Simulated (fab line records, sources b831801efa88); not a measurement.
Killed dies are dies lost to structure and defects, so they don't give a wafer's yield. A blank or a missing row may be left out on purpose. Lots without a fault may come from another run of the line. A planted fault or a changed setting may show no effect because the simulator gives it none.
Which tool did it? | flow sky130 | 11 lots, 33 wafers sampled, at 2 steps of a route of 708

WHAT THE GAUGES READ, wafer by wafer
SKY_METAL1_OVL_MEAS_16. Usual: METAL1_OVL 1 nm, standard deviation 6.8.
lot  | measured     | on         | METAL1_OVL (nm) | flag
L188 | day 32 19:02 | overlay-01 | 6 -6 4          |
L189 | day 33 15:08 | overlay-02 | 3 5 1           |
L190 | day 33 20:49 | overlay-02 | -1 -7 0         |
L192 | day 35 05:53 | overlay-02 | -3 3 -1         |
L194 | day 35 09:29 | overlay-02 | 3 3 8           |
L193 | day 35 10:39 | overlay-02 | 4 -1 -2         |
L200 | day 36 23:53 | overlay-01 | -2 -2 0         |
L205 | day 38 12:02 | overlay-02 | 2 6 -6          |
L207 | day 39 03:28 | overlay-02 | 16 15 10        |
L209 | day 39 19:26 | overlay-02 | 7 6 9           |
L210 | day 39 23:14 | overlay-01 | -5 -11 -3       |

WHICH TOOL RAN EACH LOT (tool, then ch and the chambers of the sampled wafers, then the start)
lot  | SKY_METAL1_SPUTTER_01
L188 | pvd_sputter-04, day 31 14:47
L189 | pvd_sputter-01, day 32 12:05
L190 | pvd_sputter-01, day 32 18:15
L192 | pvd_sputter-03, day 34 03:40
L194 | pvd_sputter-01, day 34 05:59
L193 | pvd_sputter-01, day 34 06:45
L200 | pvd_sputter-04, day 35 21:25
L205 | pvd_sputter-03, day 37 09:57
L207 | pvd_sputter-04, day 38 02:11
L209 | pvd_sputter-03, day 38 18:25
L210 | pvd_sputter-03, day 38 21:53
- SKY_METAL1_SPUTTER_01: material TiN, target thk 20 nm, time 16.7 s.

WHAT THE TOOLS THEMSELVES READ (means of the sampled wafers that have a number; where no wafer has one, the mark that the record gives instead)
SKY_METAL1_SPUTTER_01. Usual: throttle_valve_pct 29.8 %, standard deviation 1.1.
lot  | tool           | throttle_valve_pct (%) | flag
L188 | pvd_sputter-04 | 28.6                   |
L189 | pvd_sputter-01 | 30.1                   |
L190 | pvd_sputter-01 | 31.0                   |
L192 | pvd_sputter-03 | 29.8                   |
L194 | pvd_sputter-01 | 30.4                   |
L193 | pvd_sputter-01 | 30.8                   |
L200 | pvd_sputter-04 | 29.6                   |
L205 | pvd_sputter-03 | 29.6                   |
L207 | pvd_sputter-04 | 29.0                   |
L209 | pvd_sputter-03 | 29.1                   |
L210 | pvd_sputter-03 | 29.6                   |

THE ANSWER, worked out from the rows above alone
Rule: a lot is off if the mean of its wafers that have a number lies more than 3 standard deviations from the usual mean. A lot without any number at a reading at which 4 lots or more have one is off too. The other lots that the step has rows for count as sound. The gauges are gone through in route order, then the tools' own readings, and for those a lot's mean is taken as printed above. The first step at which some lot is off is used, and at that step the reading that is off furthest; a lot without a number counts as furthest.
No lot is off at any reading shown: from this, nothing can be told.

WHAT THE SIMULATOR HAD PUT IN
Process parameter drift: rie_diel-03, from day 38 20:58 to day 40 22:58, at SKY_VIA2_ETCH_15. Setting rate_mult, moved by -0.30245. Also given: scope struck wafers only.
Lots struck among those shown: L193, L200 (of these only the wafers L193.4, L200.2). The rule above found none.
